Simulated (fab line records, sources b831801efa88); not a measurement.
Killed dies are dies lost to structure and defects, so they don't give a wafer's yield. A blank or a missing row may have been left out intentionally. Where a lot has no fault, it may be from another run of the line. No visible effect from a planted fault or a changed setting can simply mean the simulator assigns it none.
Matching of chambers    flow gf180mcu    4 sister chambers for GF_CONTACT_CMP_27 on cmp-02
The step polishes, stops on SiO2, t overpolish 15 s, target thk 0 nm. 14 wafers are shown with their chamber, then 7 later ones without.

## WAFERS PAIRED WITH THEIR CHAMBERS
wafer   chamber  motor_current_A (A)  overpolish_run_s (s)  time_to_endpoint_s (s)
L862.1  2        9.8                  15.008                67
L862.5  1        13.5                 14.990                67
L862.6  0        8.7                  14.981                67
L866.2  0        9.0                  15.009                76
L866.3  1        13.9                 14.993                78
L866.5  1        13.2                 14.999                78
L867.1  1        13.0                 15.015                71
L867.5  0        8.4                  14.999                75
L867.6  3        12.4                 15.005                77
L881.2  1        13.9                 15.007                75
L881.4  2        9.8                  15.015                76
L881.6  3        12.5                 15.007                77
L882.1  2        9.8                  15.012                73
L882.3  0        9.3                  14.987                75

SIGNATURES (means of the wafers above)
reading             chamber 0  chamber 1  chamber 2  chamber 3  scatter within a chamber
motor_current_A     8.850      13.500     9.800      12.450     0.334
overpolish_run_s    14.99400   15.00080   15.01167   15.00600   0.00957
time_to_endpoint_s  73.25      73.80      72.00      77.00      4.31
Rule: for a wafer and a chamber, the distance is found by dividing, reading by reading, the gap between the wafer's reading and the chamber's mean by the reading's scatter, squaring, summing and taking the root. If the next closest chamber is less than 2 further off than the closest, the wafer can't be placed; otherwise it belongs to the closest. The scatter: take each reading less its chamber's mean, square it, sum over the shown wafers, divide by the number of wafers less the number of chambers, and take the root.

## WAFERS WITHOUT THEIR CHAMBER
wafer   motor_current_A (A)  overpolish_run_s (s)  time_to_endpoint_s (s)
L882.5  8.6                  15.000                76
L883.2  9.7                  14.995                74
L883.4  11.6                 15.000                78
L883.5  9.7                  15.015                80
L884.1  12.8                 14.993                76
L884.3  9.5                  14.995                73
L884.5  11.5                 14.999                80

## WHICH CHAMBER EACH ONE RAN IN
wafer   from the rows above      in truth
L882.5  0                        0
L883.2  can't be placed: 2 or 0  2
L883.4  3                        3
L883.5  can't be placed: 2 or 0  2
L884.1  can't be placed: 3 or 1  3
L884.3  can't be placed: 0 or 2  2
L884.5  3                        3
Placed correctly: 3 of 7. From these rows, 4 cannot be placed; in 4 the true chamber is one of the candidates. Wrongly placed: 0.
